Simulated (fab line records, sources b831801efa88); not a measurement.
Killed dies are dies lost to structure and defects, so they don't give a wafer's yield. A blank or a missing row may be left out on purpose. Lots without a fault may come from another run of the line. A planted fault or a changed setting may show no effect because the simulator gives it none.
Chamber matching | flow sky130 | SKY_VIA1_ETCH_14 on rie_diel-02: 4 sister chambers
The step etches BARC in N2/H2, stops on SiO2, time 45.9 s, target depth 60 nm. 8 wafers are shown with their chamber, then 9 later ones without.

WAFERS WITH THEIR CHAMBER
wafer  | chamber | drypump_motor_current_A (A) | throttle_valve_pct (%)
L805.5 | 0       | 6.5                         | 13.217
L818.5 | 3       | 5.2                         | 13.211
L817.2 | 3       | 5.3                         | 13.212
L817.3 | 2       | 5.5                         | 13.224
L817.4 | 1       | 5.3                         | 13.237
L819.3 | 0       | 6.5                         | 13.227
L819.4 | 1       | 5.3                         | 13.220
L819.6 | 2       | 5.5                         | 13.222

WAFERS WITHOUT THEIR CHAMBER
wafer  | drypump_motor_current_A (A) | throttle_valve_pct (%)
L821.1 | 5.2                         | 13.219
L821.3 | 6.5                         | 13.232
L821.6 | 5.2                         | 13.216
L820.1 | 6.5                         | 13.227
L820.3 | 5.2                         | 13.215
L820.6 | 5.3                         | 13.209
L827.1 | 6.5                         | 13.260
L827.3 | 5.3                         | 13.229
L827.5 | 5.3                         | 13.224

WHICH CHAMBER EACH WENT THROUGH
wafer  | from the rows above     | in truth
L821.1 | can't be placed: 3 or 1 | 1
L821.3 | 0                       | 0
L821.6 | can't be placed: 3 or 1 | 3
L820.1 | 0                       | 0
L820.3 | can't be placed: 3 or 1 | 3
L820.6 | can't be placed: 3 or 1 | 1
L827.1 | 0                       | 0
L827.3 | 1                       | 1
L827.5 | can't be placed: 1 or 3 | 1
Placed correctly: 4 of 9. Can't be placed from these rows: 5 (the true chamber is among the candidates in 5). Placed wrongly: 0.
How it was worked out, from the rows above alone: a wafer's distance from a chamber is the root of the sum, over the readings, of the square of ((its reading less the chamber's mean) divided by the reading's scatter). The wafer belongs to the nearest chamber; if the next one is less than 2 further off, it can't be placed. A chamber's mean is the mean of its shown wafers. The scatter: the root of (the sum of the squares of (reading less its chamber's mean) over the shown wafers, divided by (wafers less chambers)).
